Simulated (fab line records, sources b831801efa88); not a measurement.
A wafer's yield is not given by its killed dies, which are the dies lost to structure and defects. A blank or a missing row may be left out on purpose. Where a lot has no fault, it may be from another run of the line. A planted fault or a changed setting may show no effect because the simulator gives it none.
Chamber matching -- flow sky130 -- SKY_CONTACT_CMP_04 on cmp-02: 4 sister chambers
The step polishes SiO2. 24 wafers are shown with their chamber, then 12 later ones without.

WAFERS PAIRED WITH THEIR CHAMBERS
wafer,chamber,motor_current_A (A),time_to_endpoint_s (s)
L077.2,1,11.5,86
L077.5,0,13.1,88
L077.6,3,10.1,75
L078.2,3,10.4,76
L078.3,2,13.1,87
L078.4,1,11.1,83
L081.2,3,10.6,73
L081.3,0,12.8,84
L081.6,1,11.4,81
L086.1,0,12.4,91
L086.2,2,12.9,88
L086.6,0,12.3,94
L085.1,0,12.1,90
L085.3,3,10.3,78
L085.6,2,13.9,79
L087.1,2,13.5,81
L087.2,0,12.6,86
L087.4,3,10.6,79
L088.4,2,12.9,80
L088.5,3,10.6,79
L088.6,0,12.8,90
L090.3,2,13.2,87
L090.4,0,12.2,85
L090.5,2,13.4,84

SIGNATURES (averages over the wafers above)
reading,chamber 0,chamber 1,chamber 2,chamber 3,scatter within a chamber
motor_current_A,12.537,11.333,13.271,10.433,0.309
time_to_endpoint_s,88.50,83.33,83.71,76.67,3.2
Rule: for a wafer and a chamber, the distance is found by dividing, reading by reading, the gap between the wafer's reading and the chamber's mean by the reading's scatter, squaring, summing and taking the root. The wafer belongs to the nearest chamber; if the next one is less than 2 further off, it can't be placed. The scatter: the root of (the sum of the squares of (reading less its chamber's mean) over the shown wafers, divided by (wafers less chambers)).

WAFERS WITH NO CHAMBER GIVEN
wafer,motor_current_A (A),time_to_endpoint_s (s)
L091.3,11.6,88
L091.4,13.8,84
L091.5,11.5,86
L097.2,10.3,77
L097.3,12.9,85
L097.5,10.0,77
L096.1,12.8,84
L096.2,9.6,77
L096.6,10.4,77
L095.2,12.7,86
L095.4,11.1,89
L095.6,12.0,86

WHICH CHAMBER EACH ONE RAN IN
wafer,from the rows above,in truth
L091.3,can't be placed: 1 or 0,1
L091.4,2,2
L091.5,1,1
L097.2,3,3
L097.3,can't be placed: 2 or 0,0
L097.5,3,3
L096.1,can't be placed: 2 or 0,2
L096.2,3,3
L096.6,3,3
L095.2,can't be placed: 0 or 2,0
L095.4,1,1
L095.6,can't be placed: 0 or 1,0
Placed correctly: 7 of 12. Cannot be placed on the basis of these rows: 5; the candidates contain the true chamber in 5. Wrongly placed: 0.
